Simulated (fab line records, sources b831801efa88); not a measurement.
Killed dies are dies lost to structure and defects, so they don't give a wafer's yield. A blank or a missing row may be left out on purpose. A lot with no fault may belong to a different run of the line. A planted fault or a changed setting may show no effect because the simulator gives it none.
Code-filled problem report in 8D (eight disciplines) form    flow sky130    the parts of the form that need people (team, actions taken, sign-off) are left out

1. PROBLEM STATEMENT
Mean of spikeTcUpperC at SKY_SONOS_ONO_OXIDATION_00: 830.1 C across 9 wafers in 3 lots; on wafers with no fault it is 799.5 C (standard deviation 1.2). Relative to the usual mean, that is a shift of +26 standard deviations.
The step: stabilise 600 s, purge 300 s, target thk 2.6 nm.
Seen first at day 16 19:38 on furnace-01, wafer L276.3. Wafers with a number at this step in the record: 21, from 7 lots. Rule for "out", or "out of limits": more than 4 standard deviations from the usual mean. The other wafers with a number count as sound.

2. WHAT IT IS, AND WHAT IT ISN'T
question                     is                                                    is not
which readings at this step  spikeTcUpperC, zonePowerCentrePct, zonePowerUpperPct  spikeTcBottomC, zonePowerLowerPct
which lots                   L276, L277, L278                                      L263, L269, L275, L279
which wafers of those lots   all that have a number                                -
read on which tools          furnace-01                                            furnace-02
when                         from day 16 19:38                                     up to then (9 sound wafers); but 3 sound wafers of L279 came after

3. WHAT RULES OUT EACH SUSPECT
Counting: a tool stays on the suspect list if, at a process step up to the reading, it processed all lots that are out and no sound lot following the first of them.
- furnace-01 at SKY_SONOS_ONO_OXIDATION_00 (stabilise 600 s, purge 300 s, target thk 2.6 nm): kept. All lots that are out passed through it, beginning with L276 at day 16 19:38, and no sound lot followed; its final sound lot before that point was L275 at day 16 13:26. Its own readings are out on those wafers: spikeTcUpperC, zonePowerCentrePct, zonePowerUpperPct.
Remaining after the count: furnace-01 at SKY_SONOS_ONO_OXIDATION_00.

4. THE CAUSE (what the simulator had put in)
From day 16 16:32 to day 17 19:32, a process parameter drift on furnace-01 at SKY_SONOS_ONO_OXIDATION_00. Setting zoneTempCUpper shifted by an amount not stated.
After counting, this tool was the only one left.

5. THE CHAIN OF EFFECTS, in route order
One row per reading whose mean, taken over the struck wafers that have a number, lies over 3 standard deviations from the usual. Only readings whose record carries a usual standard deviation are examined. hours: median over the lots of the time between each lot's start at the first step of this table that gives one and its start at this step. sigmas: the change, counted in usual standard deviations.
hours  step                        reading             usual    on struck wafers  change  sigmas
0      SKY_SONOS_ONO_OXIDATION_00  spikeTcCentreC      800.1 C  796.2             -3.9    -3.5
0      SKY_SONOS_ONO_OXIDATION_00  spikeTcUpperC       799.5 C  830.1             +30.6   +26
0      SKY_SONOS_ONO_OXIDATION_00  zonePowerCentrePct  14.6 %   10.5              -4.1    -6.9
0      SKY_SONOS_ONO_OXIDATION_00  zonePowerTopPct     25.8 %   19.8              -6.0    -4.0
0      SKY_SONOS_ONO_OXIDATION_00  zonePowerUpperPct   14.4 %   25.2              +10.8   +8.3
Process steps it contains:
- SKY_SONOS_ONO_OXIDATION_00: stabilise 600 s, purge 300 s, target thk 2.6 nm.
Later steps that measure or inspect, where all struck wafers having a row at the step show a number for every such reading and not one has moved that far: SKY_SONOS_ONO_THK_MEAS_01.

6. WHAT WOULD HAVE CAUGHT IT SOONER
The fault began at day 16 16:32; the first out-of-limits reading in this record came at day 16 19:38, 3 hours later.
